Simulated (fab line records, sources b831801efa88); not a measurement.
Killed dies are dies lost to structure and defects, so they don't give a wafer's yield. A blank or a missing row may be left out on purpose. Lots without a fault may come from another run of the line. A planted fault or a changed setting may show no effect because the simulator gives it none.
A struck lot beside a sound one | flow gf180mcu | 14 steps out of a route of 602
Sound: wafers L317.1, L317.2, L317.5. Struck: wafers L319.2, L319.4, L319.6. The cause comes at the end.
At each step with rows: each side's tool, then ch and its chambers, then its first start. Under that, the readings that differ: sound wafers | struck wafers | difference of the means | sigmas: that difference in standard deviations of wafers without a fault.
alike: readings whose means differ by less than 2 such deviations, and words and numbers that are the same on both sides. not compared: withheld readings, readings that some wafer has no value for, bounds like >300 that may hide the same value, and numbers for which the record gives no deviation and whose values overlap.
The two part at a step that has a row with sigmas, a row that says differs or no value, or rows on one side only. Numbers that don't overlap but have no deviation are shown without sigmas and don't part them. A reading that every wafer of one side lacks parts them only if that side has two wafers or more.

first, 1 step without rows for these wafers: GF_LVPWELL_DEVELOP_06 (develop time 60 s).
GF_LVPWELL_OVL_MEAS_07:
  sound on overlay-01, day 5 12:07; struck on overlay-02, day 5 22:35
  alike: LVPWELL_OVL
then, 2 steps without rows for these wafers: GF_LVPWELL_IMPLANT_08; GF_LVPWELL_IMPLANT_09.
GF_LVPWELL_STRIP_10: strips in O2/N2.
  sound on plasma_asher-02 ch 0,1, day 5 12:27; struck on plasma_asher-02 ch 1, day 5 22:55
  alike: chamber_pressure_mTorr, drypump_motor_current_A, heater_power_w, oes_product_au, strip_time_to_endpoint_s
  not compared: rf_hours_counter_h
GF_LVPWELL_TW_MEAS_11:
  sound on film_metro-04, day 5 12:33; struck on film_metro-02, day 5 23:02
  reading    | sound       | struck      | difference | sigmas
  LVPWELL_TW | 554 559 558 | 563 566 567 | +8         | +2
then, 6 steps without rows for these wafers: GF_MVSD_DEHYDRATE_00 (time 60 s); GF_MVSD_HMDS_01 (prime time 60 s); GF_MVSD_COAT_02 (resist thk 3000 nm); GF_MVSD_SOFTBAKE_03; GF_MVSD_EXPOSE_04 (exposes mask MVSD, target cd 1000 nm); GF_MVSD_PEB_05.
GF_MVSD_DEVELOP_06: develop time 61.22 s.
  sound on litho_track-03 ch 0, day 6 02:00; struck on litho_track-04, day 6 13:00
  no value came back on the struck wafers for chill_plate_temp_C (C), develop_time_s (s); on the sound wafers chill_plate_temp_C (C) reads 22.78 22.96 23.04
GF_MVSD_OVL_MEAS_07:
  sound on overlay-02, day 6 02:22; struck on overlay-01, day 6 13:56
  reading       | sound        | struck | difference                    | sigmas
  MVSD_OVL (nm) | 0.0 0.5 -1.0 | - - -  | no value on the struck wafers |

WHERE THEY PART
First at GF_LVPWELL_TW_MEAS_11; last, within this record, at GF_MVSD_OVL_MEAS_07.

WHY: what the simulator had put in
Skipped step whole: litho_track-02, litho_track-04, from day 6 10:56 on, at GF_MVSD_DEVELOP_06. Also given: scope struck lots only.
